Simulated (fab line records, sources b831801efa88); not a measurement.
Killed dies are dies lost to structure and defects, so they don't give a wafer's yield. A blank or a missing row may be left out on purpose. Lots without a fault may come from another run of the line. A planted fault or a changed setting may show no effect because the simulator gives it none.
Which tool did it? | flow sky130 | 11 lots, 33 wafers sampled, at 5 steps of a route of 708

WHAT THE GAUGES READ, wafer by wafer
SKY_VT_ADJUST_NCORE_CD_MEAS_07: target cd 380 nm. Usual: cd_nm 380 nm, standard deviation 3.1.
lot  | measured     | on        | cd_nm (nm)  | flag
L606 | day 8 13:44  | cd_sem-01 | 384 383 383 |
L608 | day 9 00:49  | cd_sem-01 | 377 378 379 |
L609 | day 9 11:34  | cd_sem-02 | 379 381 380 |
L610 | day 9 15:55  | cd_sem-01 | 384 384 385 |
L611 | day 10 08:04 | cd_sem-01 | 378 381 380 |
L612 | day 10 08:21 | cd_sem-02 | 379 376 380 |
L621 | day 12 23:14 | cd_sem-01 | 375 377 377 |
L623 | day 13 16:31 | cd_sem-02 | 381 378 381 |
L624 | day 13 18:40 | cd_sem-02 | 375 376 377 |
L625 | day 14 02:35 | cd_sem-01 | 381 382 383 |
L627 | day 14 21:52 | cd_sem-02 | 381 382 384 |

SKY_SONOS_ONO_OVL_MEAS_14. Usual: SONOS_ONO_OVL -0.2 nm, standard deviation 1.3.
lot  | measured     | on         | SONOS_ONO_OVL (nm) | flag
L606 | day 12 15:01 | overlay-02 | 0.0 -0.6 -1.6      |
L608 | day 13 03:25 | overlay-01 | -0.4 -0.6 -0.1     |
L609 | day 13 15:13 | overlay-02 | 1.1 0.1 0.7        |
L610 | day 13 23:03 | overlay-02 | -0.3 0.8 0.2       |
L611 | day 14 16:29 | overlay-02 | 2.2 0.2 0.7        |
L612 | day 14 16:47 | overlay-01 | -0.3 0.3 -0.1      |
L621 | day 17 21:05 | overlay-02 | 0.9 1.5 0.0        |
L623 | day 18 15:59 | overlay-02 | 0.5 1.3 0.6        |
L624 | day 18 16:59 | overlay-02 | 0.0 -0.4 -0.1      |
L625 | day 19 02:06 | overlay-02 | 0.0 -0.7 -0.3      |
L627 | day 20 00:26 | overlay-02 | 0.9 0.2 1.0        |

SKY_LDD_LDN_OVL_MEAS_07. Usual: LDD_LDN_OVL 0.6 nm, standard deviation 1.6.
lot  | measured     | on         | LDD_LDN_OVL (nm) | flag
L606 | day 22 19:32 | overlay-02 | 1.6 -0.1 -0.4    |
L608 | day 23 09:31 | overlay-01 | 1.1 0.8 -0.4     |
L609 | day 24 00:16 | overlay-01 | 0.9 0.9 -0.1     |
L610 | day 24 05:44 | overlay-01 | 0.2 0.1 0.5      |
L611 | day 25 03:07 | overlay-02 | - - -            | OFF
L612 | day 25 05:54 | overlay-01 | 2.2 2.3 2.3      |
L621 | day 28 09:00 | overlay-01 | -1.6 0.5 1.5     |
L623 | day 28 23:28 | overlay-01 | 2.6 1.2 -1.2     |
L624 | day 29 04:10 | overlay-01 | -0.1 0.7 0.2     |
L625 | day 29 08:54 | overlay-01 | -1.1 -1.2 -2.0   |
L627 | day 30 05:29 | overlay-02 | -1.5 -2.2 0.2    |

SKY_LDD_LDN_TW_MEAS_13. Usual: LDD_LDN_TW 1478, standard deviation 15.
lot  | measured     | on            | LDD_LDN_TW        | flag
L606 | day 22 20:17 | film_metro-04 | 1456 1451 1459    |
L608 | day 23 10:15 | film_metro-04 | 1469 1456 1466    |
L609 | day 24 01:01 | film_metro-01 | 1490 1489 1485    |
L610 | day 24 06:28 | film_metro-01 | 1492 1491 1490    |
L611 | day 25 03:52 | film_metro-01 | 30 30 30 30 31 30 | OFF
L612 | day 25 06:38 | film_metro-04 | 1464 1464 1468    |
L621 | day 28 09:44 | film_metro-04 | 1467 1473 1471    |
L623 | day 29 00:12 | film_metro-02 | 1487 1484 1491    |
L624 | day 29 04:54 | film_metro-02 | 1477 1495 1490    |
L625 | day 29 09:38 | film_metro-04 | 1468 1467 1462    |
L627 | day 30 06:14 | film_metro-04 | 1471 1456 1462    |

WHICH TOOL RAN EACH LOT (tool, then ch and the chambers of the sampled wafers, then the start)
lot  | SKY_LDD_LDN_EXPOSE_04
L606 | iline_stepper-02 ch 0, day 22 04:36
L608 | iline_stepper-02 ch 0, day 22 18:05
L609 | iline_stepper-01 ch 0, day 23 09:54
L610 | iline_stepper-01 ch 0, day 23 14:53
L611 | iline_stepper-01 ch 0, day 24 12:23
L612 | iline_stepper-02 ch 0, day 24 15:20
L621 | iline_stepper-02 ch 0, day 27 18:35
L623 | iline_stepper-01 ch 0, day 28 10:12
L624 | iline_stepper-02 ch 0, day 28 14:27
L625 | iline_stepper-02 ch 0, day 28 19:22
L627 | iline_stepper-02 ch 0, day 29 15:39
- SKY_LDD_LDN_EXPOSE_04: exposes mask LDNTM, target cd 700 nm.

WHAT THE TOOLS THEMSELVES READ (means of the sampled wafers that have a number; where no wafer has one, the mark that the record gives instead)
SKY_LDD_LDN_EXPOSE_04. Usual: exposure_dose_mJ_cm2 140.02, standard deviation 0.16; focus_offset_nm 0.1 nm, standard deviation 0.57.
lot  | tool             | exposure_dose_mJ_cm2 | focus_offset_nm (nm) | flag
L606 | iline_stepper-02 | 140.21               | 0.3                  |
L608 | iline_stepper-02 | 140.17               | 0.1                  |
L609 | iline_stepper-01 | 140.00               | -0.5                 |
L610 | iline_stepper-01 | 139.87               | 0.1                  |
L611 | iline_stepper-01 | 140.16               | 0.1                  |
L612 | iline_stepper-02 | 139.82               | 0.3                  |
L621 | iline_stepper-02 | 139.81               | 0.1                  |
L623 | iline_stepper-01 | 139.92               | -0.5                 |
L624 | iline_stepper-02 | 140.03               | 1.3                  |
L625 | iline_stepper-02 | 140.12               | 0.2                  |
L627 | iline_stepper-02 | 140.02               | 0.1                  |

THE ANSWER, worked out from the rows above alone
Rule: a lot is off if the mean of its wafers that have a number lies more than 3 standard deviations from the usual mean. A lot without any number at a reading at which 4 lots or more have one is off too. The other lots that the step has rows for count as sound. The gauges are gone through in route order, then the tools' own readings, and for those a lot's mean is taken as printed above. The first step at which some lot is off is used, and at that step the reading that is off furthest; a lot without a number counts as furthest.
Off: L611, at SKY_LDD_LDN_OVL_MEAS_07 (LDD_LDN_OVL). Without a number there: L611.
A tool fits if, at a process step before that reading, it ran every lot that is off, and no sound lot after the first of them. The gauges at SKY_LDD_LDN_OVL_MEAS_07 aren't tried: what is off there is off at SKY_LDD_LDN_TW_MEAS_13 too, on other tools, and a gauge's error can't cause that. None of those tried fits.

WHAT THE SIMULATOR HAD PUT IN
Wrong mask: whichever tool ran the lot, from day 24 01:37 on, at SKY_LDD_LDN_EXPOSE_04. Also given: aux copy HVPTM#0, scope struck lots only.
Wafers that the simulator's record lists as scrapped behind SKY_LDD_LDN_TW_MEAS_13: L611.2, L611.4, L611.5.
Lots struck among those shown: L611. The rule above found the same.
